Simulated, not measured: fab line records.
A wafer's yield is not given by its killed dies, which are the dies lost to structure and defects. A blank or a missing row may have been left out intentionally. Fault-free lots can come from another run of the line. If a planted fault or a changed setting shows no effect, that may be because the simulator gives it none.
Chamber matching ; flow gf180mcu ; GF_V4_CVD_02 on pecvd-04 has 3 sister chambers
The step deposits SiO2 from TEOS, target thk 850 nm, time 94.851 s. 14 wafers are shown with their chamber, then 7 later ones without.

== WAFERS PAIRED WITH THEIR CHAMBERS ==
wafer;chamber;heater power w (W);susceptor temp C (C)
L573.2;2;547;399.72
L573.3;0;702;400.03
L573.5;2;570;399.99
L574.1;2;580;400.48
L574.3;0;702;400.29
L574.5;1;718;400.37
L581.1;1;921;399.75
L581.3;0;682;399.68
L581.6;1;752;399.99
L590.1;0;615;399.90
L590.2;2;629;399.78
L590.5;1;903;400.18
L591.1;0;678;400.01
L591.3;1;888;399.89

SIGNATURES, as means of the wafers listed above
reading;chamber 0;chamber 1;chamber 2;scatter within a chamber
heater power w;675.80;836.40;581.50;63.3
susceptor temp C;399.9820;400.0360;399.9925;0.268
Rule: distance of a wafer from a chamber = root of the sum over the readings of ((wafer's reading minus chamber's mean) / reading's scatter) squared. If the next closest chamber is less than 2 further off than the closest, the wafer can't be placed; otherwise it belongs to the closest. The scatter is the square root of a quotient: the sum, over the shown wafers, of each reading's squared deviation from its chamber's mean, divided by wafers minus chambers.

== WAFERS MISSING THEIR CHAMBER ==
wafer;heater power w (W);susceptor temp C (C)
L591.6;718;400.07
L593.1;813;400.10
L593.2;620;399.97
L593.4;489;399.88
L595.1;751;400.19
L595.2;687;400.03
L595.3;525;399.81

== WHICH CHAMBER EACH ONE RAN IN ==
wafer;from the rows above;in truth
L591.6;can't be placed: 0 or 1 or 2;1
L593.1;can't be placed: 1 or 0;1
L593.2;can't be placed: 2 or 0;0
L593.4;can't be placed: 2 or 0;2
L595.1;can't be placed: 0 or 1 or 2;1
L595.2;can't be placed: 0 or 2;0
L595.3;can't be placed: 2 or 0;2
0 of 7 placed correctly. These rows do not allow placing 7 (true chamber among the candidates in 7). Number placed wrongly: 0.
